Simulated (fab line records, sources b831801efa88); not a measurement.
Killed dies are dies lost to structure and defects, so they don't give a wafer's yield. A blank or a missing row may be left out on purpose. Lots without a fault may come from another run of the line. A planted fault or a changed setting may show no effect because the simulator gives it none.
Which tool did it? | flow sky130 | 11 lots, 33 wafers sampled, at 1 step of a route of 708

WHAT THE GAUGES READ, wafer by wafer
SKY_CONTACT_THK_MEAS_01. Usual: CONTACT_CVD_00_THK 74.6 nm, standard deviation 1.1.
lot  | measured     | on            | CONTACT_CVD_00_THK (nm) | flag
L908 | day 30 09:34 | film_metro-01 | 75.9 74.6 76.3          |
L909 | day 30 11:00 | film_metro-01 | 75.1 75.0 76.3          |
L921 | day 34 22:15 | film_metro-01 | 73.4 75.8 74.4          |
L920 | day 34 23:18 | film_metro-01 | 74.6 74.8 74.3          |
L917 | day 34 23:31 | film_metro-03 | 73.5 73.4 75.4          |
L922 | day 34 23:37 | film_metro-02 | 73.7 74.5 74.8          |
L923 | day 35 00:50 | film_metro-02 | 74.1 72.9 75.9          |
L924 | day 35 14:53 | film_metro-02 | 75.1 75.0 73.4          |
L928 | day 36 10:32 | film_metro-02 | 73.4 73.3 76.7          |
L929 | day 36 16:56 | film_metro-02 | 75.1 73.7 75.2          |
L931 | day 38 07:46 | film_metro-01 | 75.3 72.6 75.0          |

WHICH TOOL RAN EACH LOT (tool, then ch and the chambers of the sampled wafers, then the start)
The record holds no process step before these readings.

WHAT THE TOOLS THEMSELVES READ (means of the sampled wafers that have a number; where no wafer has one, the mark that the record gives instead)
The record holds no such reading with a usual standard deviation.

THE ANSWER, worked out from the rows above alone
Rule: a lot is off if the mean of its wafers that have a number lies more than 3 standard deviations from the usual mean. A lot without any number at a reading at which 4 lots or more have one is off too. The other lots that the step has rows for count as sound. The gauges are gone through in route order, then the tools' own readings, and for those a lot's mean is taken as printed above. The first step at which some lot is off is used, and at that step the reading that is off furthest; a lot without a number counts as furthest.
No lot is off at any reading shown: from this, nothing can be told.

WHAT THE SIMULATOR HAD PUT IN
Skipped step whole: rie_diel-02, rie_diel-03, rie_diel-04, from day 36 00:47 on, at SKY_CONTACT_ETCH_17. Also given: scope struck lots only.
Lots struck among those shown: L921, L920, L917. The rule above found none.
